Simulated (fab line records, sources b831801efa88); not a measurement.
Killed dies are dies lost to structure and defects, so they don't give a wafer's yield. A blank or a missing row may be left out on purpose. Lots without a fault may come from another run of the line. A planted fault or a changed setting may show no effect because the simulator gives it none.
Problem report in the 8D (eight disciplines) form, filled by code | flow gf180mcu | the parts of the form that need people (team, actions taken, sign-off) are left out

1. THE PROBLEM
run_length_s at GF_V3_SOFTBAKE_10 reads a mean of 105.72 s on 1 wafer of 1 lot; wafers without a fault read 89.27 s with a standard deviation of 0.26. That is +63 standard deviations from the usual mean.
The step: time 60 s.
First seen on wafer L686.6, day 25 16:00, on litho_track-02. The record holds 15 wafers of 5 lots with a number at this step. Rule for "out", or "out of limits": more than 4 standard deviations from the usual mean. The other wafers with a number count as sound.

2. WHAT IT IS AND WHAT IT IS NOT
question                    | is                | is not
which readings at this step | run_length_s      | -
which lots                  | L686              | L680, L697, L698, L699
which wafers of those lots  | L686.6            | L686.2, L686.5
read on which tools         | litho_track-02    | litho_track-03
when                        | from day 25 16:00 | up to then (5 sound wafers); but 9 sound wafers of L697, L698, L699 came after

3. SUSPECTS, AND WHAT RULES EACH OUT
Counting: a tool at a process step up to the reading stays a suspect if it ran every lot that is out. Sound lots after the first of them don't rule it out here, since some wafers of a struck lot are sound.
- pecvd-01 at GF_V3_CVD_02 (deposits SiO2 from TEOS, target thk 850 nm, time 94.851 s): kept. It ran the lot that is out, L686 (day 25 04:40).
- cmp-01 at GF_V3_CMP_04 (polishes SiO2): kept. It ran the lot that is out, L686 (day 25 04:51); its last sound lot up to then is L680 (day 22 16:00).
- litho_track-02 at GF_V3_SOFTBAKE_10 (time 60 s): kept. It ran the lot that is out, L686 (day 25 15:00); its last sound lot up to then is L680 (day 23 03:00). Its own readings are out on those wafers: run_length_s.
- Within pecvd-01 at GF_V3_CVD_02: the wafers that are out ran in chamber 0; their sound lot-mates ran in chambers 1, 2.
Left after counting: pecvd-01 at GF_V3_CVD_02, cmp-01 at GF_V3_CMP_04, litho_track-02 at GF_V3_SOFTBAKE_10.

4. THE CAUSE (what the simulator had put in)
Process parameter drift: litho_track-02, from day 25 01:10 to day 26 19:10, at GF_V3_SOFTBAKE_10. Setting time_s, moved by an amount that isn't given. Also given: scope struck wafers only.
Counting left 3 suspects, and this tool is among them.

5. THE CHAIN OF EFFECTS, in route order
Each row: a reading whose mean over the struck wafers that have a number lies more than 3 standard deviations from the usual. Only readings for which the record gives a usual standard deviation are gone through. hours: the time from each lot's start at the first step in this table that gives one to its start at this step, as a median over the lots. sigmas: the change in usual standard deviations.
hours | step              | reading      | usual   | on struck wafers | change | sigmas
0     | GF_V3_SOFTBAKE_10 | run_length_s | 89.27 s | 105.72           | +16.45 | +63
The process steps in it:
- GF_V3_SOFTBAKE_10: time 60 s.
Later measuring or inspecting steps at which every struck wafer that the step has a row for has a number for every such reading, and none has moved that far: GF_V3_CD_MEAS_14, GF_V3_OVL_MEAS_15.

6. WHAT WOULD HAVE CAUGHT IT SOONER
In this record the first reading out of limits was taken at day 25 16:00, 15 hours after the fault began at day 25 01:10.
